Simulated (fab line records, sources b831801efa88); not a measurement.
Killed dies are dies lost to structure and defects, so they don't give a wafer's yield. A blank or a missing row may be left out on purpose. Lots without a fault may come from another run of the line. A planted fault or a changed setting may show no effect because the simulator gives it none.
Chamber matching | flow gf180mcu | GF_V1_CVD_02 on pecvd-04: 3 sister chambers
The step deposits SiO2 from TEOS, target thk 850 nm, time 94.851 s. 3 wafers are shown with their chamber, then 7 later ones without.

WAFERS WITH THEIR CHAMBER
wafer  | chamber | heater_power_w (W)
L270.2 | 1       | 629
L276.4 | 2       | 842
L276.5 | 0       | 607

WAFERS WITHOUT THEIR CHAMBER
wafer  | heater_power_w (W)
L276.6 | 544
L279.1 | 664
L279.2 | 850
L279.5 | 536
L284.1 | 836
L284.2 | 502
L284.5 | 892

WHICH CHAMBER EACH WENT THROUGH
wafer  | from the rows above     | in truth
L276.6 | can't be placed: 0 or 1 | 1
L279.1 | can't be placed: 1 or 0 | 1
L279.2 | 2                       | 2
L279.5 | can't be placed: 0 or 1 | 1
L284.1 | 2                       | 2
L284.2 | can't be placed: 0 or 1 | 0
L284.5 | 2                       | 2
Placed correctly: 3 of 7. Can't be placed from these rows: 4 (the true chamber is among the candidates in 4). Placed wrongly: 0.
How it was worked out, from the rows above alone: a wafer's distance from a chamber is the root of the sum, over the readings, of the square of ((its reading less the chamber's mean) divided by the reading's scatter). The wafer belongs to the nearest chamber; if the next one is less than 2 further off, it can't be placed. A chamber's mean is the mean of its shown wafers. The scatter: with one shown wafer a chamber, the root of the mean of the squares of how far each hidden wafer lies from its nearest shown one.
